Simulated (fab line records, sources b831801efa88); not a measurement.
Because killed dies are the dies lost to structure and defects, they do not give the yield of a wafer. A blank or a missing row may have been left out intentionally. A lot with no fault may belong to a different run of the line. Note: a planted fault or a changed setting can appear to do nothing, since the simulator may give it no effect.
What tool caused it? + flow sky130 + 13 lots, 39 wafers sampled, at 5 steps of a route of 708

== WHAT THE GAUGES SHOWED, per wafer ==
SKY_FIELD_ISO_THK_MEAS_02.
| lot  | measured    | on           | FIELD_ISO_OXIDATION_00_THK (nm) |
|------|-------------|--------------|---------------------------------|
| L601 | day 1 11:38 | filmMetro-03 | 12.19 12.33 12.37               |
| L603 | day 1 22:14 | filmMetro-03 | 12.01 11.96 12.12               |
| L604 | day 2 04:00 | filmMetro-03 | 11.95 11.86 12.03               |
| L606 | day 2 13:41 | filmMetro-02 | 12.19 12.08 12.08               |
| L607 | day 2 18:28 | filmMetro-04 | 12.21 12.41 12.42               |
| L608 | day 2 22:38 | filmMetro-03 | 12.11 12.14 12.02               |
| L609 | day 3 03:47 | filmMetro-03 | 11.78 11.51 11.83               |
| L610 | day 3 09:16 | filmMetro-02 | 11.74 11.46 11.73               |
| L614 | day 4 04:41 | filmMetro-03 | 11.83 11.89 11.76               |
| L615 | day 4 10:13 | filmMetro-04 | 11.97 11.87 12.14               |
| L619 | day 5 05:38 | filmMetro-03 | 11.82 12.08 12.11               |
| L620 | day 5 10:38 | filmMetro-02 | 11.97 11.77 12.08               |
| L624 | day 6 08:41 | filmMetro-02 | 11.37 11.76 11.75               |

SKY_FIELD_ISO_CD_MEAS_13: the cd target is 150 nm.
| lot  | measured    | on       | cdNm (nm)         |
|------|-------------|----------|-------------------|
| L601 | day 2 04:51 | cdSem-02 | 150.9 149.5 150.7 |
| L603 | day 2 15:10 | cdSem-02 | 149.0 149.8 150.2 |
| L604 | day 2 20:35 | cdSem-01 | 149.6 148.8 148.3 |
| L606 | day 3 07:16 | cdSem-02 | 151.8 149.8 151.3 |
| L607 | day 3 12:24 | cdSem-02 | 150.6 151.3 150.1 |
| L608 | day 3 15:10 | cdSem-02 | 150.6 150.8 151.5 |
| L609 | day 3 21:02 | cdSem-02 | 148.0 147.7 149.0 |
| L610 | day 4 02:40 | cdSem-01 | 151.4 150.1 150.6 |
| L614 | day 6 02:13 | cdSem-02 | 151.0 150.8 150.5 |
| L615 | day 6 02:03 | cdSem-01 | 149.1 147.7 149.4 |
| L619 | day 6 05:30 | cdSem-01 | 150.1 150.2 152.7 |
| L620 | day 6 08:33 | cdSem-02 | 148.7 149.8 149.5 |
| L624 | day 7 05:19 | cdSem-01 | 152.4 151.0 151.3 |

SKY_VT_ADJUST_NCORE_TW_MEAS_11.
| lot  | measured     | on           | VT_ADJUST_NCORE_TW |
|------|--------------|--------------|--------------------|
| L601 | day 8 10:10  | filmMetro-04 | 224.1 225.7 224.7  |
| L603 | day 8 18:55  | filmMetro-03 | 217.0 215.6 218.9  |
| L604 | day 9 03:48  | filmMetro-02 | 220.0 219.9 220.7  |
| L606 | day 9 21:50  | filmMetro-03 | 215.7 216.2 217.8  |
| L607 | day 10 03:58 | filmMetro-04 | 224.4 223.8 224.5  |
| L608 | day 10 04:48 | filmMetro-04 | 224.9 224.3 222.5  |
| L609 | day 10 12:19 | filmMetro-02 | 220.7 219.8 220.9  |
| L610 | day 10 23:10 | filmMetro-02 | 219.7 220.0 220.4  |
| L614 | day 13 19:25 | filmMetro-02 | 218.8 218.5 217.0  |
| L615 | day 13 22:39 | filmMetro-02 | 218.5 219.9 218.1  |
| L619 | day 14 05:07 | filmMetro-04 | 223.6 224.4 224.5  |
| L620 | day 14 08:31 | filmMetro-03 | 215.4 215.5 216.4  |
| L624 | day 15 10:56 | filmMetro-04 | 224.7 224.4 225.0  |

SKY_VT_ADJUST_HVTR_TW_MEAS_11.
| lot  | measured     | on           | VT_ADJUST_HVTR_TW |
|------|--------------|--------------|-------------------|
| L601 | day 9 07:24  | filmMetro-04 | 216.1 216.1 214.7 |
| L603 | day 9 16:05  | filmMetro-04 | 215.5 214.9 215.7 |
| L604 | day 10 01:47 | filmMetro-04 | 215.5 214.9 216.3 |
| L606 | day 10 20:03 | filmMetro-01 | 212.2 212.8 211.7 |
| L607 | day 11 02:54 | filmMetro-01 | 210.0 212.0 210.7 |
| L608 | day 11 03:26 | filmMetro-01 | 212.2 213.8 211.6 |
| L609 | day 11 11:21 | filmMetro-02 | 210.0 209.7 210.7 |
| L610 | day 11 23:03 | filmMetro-01 | 211.7 211.5 211.5 |
| L614 | day 14 21:08 | filmMetro-02 | 198.1 198.3 197.7 |
| L615 | day 15 00:06 | filmMetro-02 | 196.3 197.2 196.6 |
| L619 | day 15 07:28 | filmMetro-01 | 212.5 213.9 212.6 |
| L620 | day 15 11:52 | filmMetro-04 | 216.5 216.6 216.1 |
| L624 | day 16 15:05 | filmMetro-02 | 210.3 210.2 209.6 |

== WHAT TOOL EACH LOT RAN ON (gives the tool, then ch and the chambers of the sampled wafers, and finally the start) ==
| lot  | SKY_VT_ADJUST_HVTR_IMPLANT_09   |
|------|---------------------------------|
| L601 | implanter-03 ch 0, day 9 07:09  |
| L603 | implanter-04 ch 0, day 9 15:53  |
| L604 | implanter-03 ch 0, day 10 01:32 |
| L606 | implanter-02 ch 0, day 10 19:49 |
| L607 | implanter-03 ch 0, day 11 02:39 |
| L608 | implanter-03 ch 0, day 11 03:11 |
| L609 | implanter-03 ch 0, day 11 11:06 |
| L610 | implanter-02 ch 0, day 11 22:49 |
| L614 | implanter-03 ch 0, day 14 20:53 |
| L615 | implanter-03 ch 0, day 14 23:51 |
| L619 | implanter-04 ch 0, day 15 07:13 |
| L620 | implanter-04 ch 0, day 15 11:37 |
| L624 | implanter-02 ch 0, day 16 14:53 |
- SKY_VT_ADJUST_HVTR_IMPLANT_09

== WHAT THE TOOLS THEMSELVES READ (means of the sampled wafers that have a number; where no wafer has one, the mark that the record gives instead) ==
SKY_VT_ADJUST_HVTR_IMPLANT_09.
| lot  | tool         | beamEnergyKeV | doseIonsCm2 | endStationPressureTorr (Torr) | faradayCurrentUA |
|------|--------------|---------------|-------------|-------------------------------|------------------|
| L601 | implanter-03 | 10.000        | 2.1010e+12  | 5.19e-06                      | 11.75            |
| L603 | implanter-04 | 10.000        | 2.0971e+12  | 5.10e-06                      | 12.01            |
| L604 | implanter-03 | 10.002        | 2.1011e+12  | 4.96e-06                      | 11.88            |
| L606 | implanter-02 | 9.999         | 2.0983e+12  | 4.87e-06                      | 11.73            |
| L607 | implanter-03 | 9.999         | 2.1012e+12  | 5.32e-06                      | 12.03            |
| L608 | implanter-03 | 9.998         | 2.1002e+12  | 5.07e-06                      | 11.90            |
| L609 | implanter-03 | 10.002        | 2.0989e+12  | 4.94e-06                      | 12.00            |
| L610 | implanter-02 | 9.998         | 2.0993e+12  | 5.06e-06                      | 11.78            |
| L614 | implanter-03 | 9.999         | 1.6753e+12  | 4.76e-06                      | 9.33             |
| L615 | implanter-03 | 10.002        | 1.6743e+12  | 4.93e-06                      | 9.45             |
| L619 | implanter-04 | 9.994         | 2.0986e+12  | 5.09e-06                      | 11.74            |
| L620 | implanter-04 | 10.000        | 2.0989e+12  | 4.94e-06                      | 11.84            |
| L624 | implanter-02 | 10.000        | 2.1041e+12  | 4.95e-06                      | 11.63            |

== THE ANSWER, worked out from the rows above alone ==
Rule: the usual values come from the lots themselves. Put in order of their means at a reading, lots are off if they are a third of the lots or fewer, leave a main group of 4 or more, and stand apart from it by a gap of 3 or more times the standard deviation of the main group's means; of several such gaps the widest counts. A main group whose means are all the same, to the digits that the tables above print for the reading, isn't used. A lot without any number at a reading at which 4 lots or more have one is off too. All remaining lots with rows at the step are treated as sound. The gauges are gone through in route order, then the tools' own readings, and for those a lot's mean is taken as printed above. At the first step where some lot is off, the reading lying furthest off is the one used; lots without a number count as furthest.
Off: L614, L615, seen at SKY_VT_ADJUST_HVTR_TW_MEAS_11 (VT_ADJUST_HVTR_TW). The main group: mean 213.0, standard deviation 2.2.
If a tool, at a process step before that reading, ran all the lots that are off and no sound lot after the first of them, it fits. Not tried: the gauges at SKY_VT_ADJUST_HVTR_TW_MEAS_11; whatever is off there is also off at SKY_VT_ADJUST_HVTR_IMPLANT_09, on other tools, and gauge error can't account for it. One fits: implanter-03 at SKY_VT_ADJUST_HVTR_IMPLANT_09. Its last sound lot is L609 (day 11 11:06), its first lot that is off L614 (day 14 20:53): a fault that began between those two fits.
The tool's own readings at SKY_VT_ADJUST_HVTR_IMPLANT_09 bear it out: on the lots that are off they differ by more than 5 times the standard deviation of the sound lots' means. doseIonsCm2 reads 1.6748e+12 there against 2.0999e+12 on the sound lots; faradayCurrentUA reads 9.39 there against 11.84 on the sound lots.

== WHAT HAD BEEN PUT IN BY THE SIMULATOR ==
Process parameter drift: implanter-03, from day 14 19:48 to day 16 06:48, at SKY_VT_ADJUST_HVTR_IMPLANT_09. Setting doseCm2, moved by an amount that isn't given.
Struck lots among those shown: L614, L615. The rule given above showed the same thing.
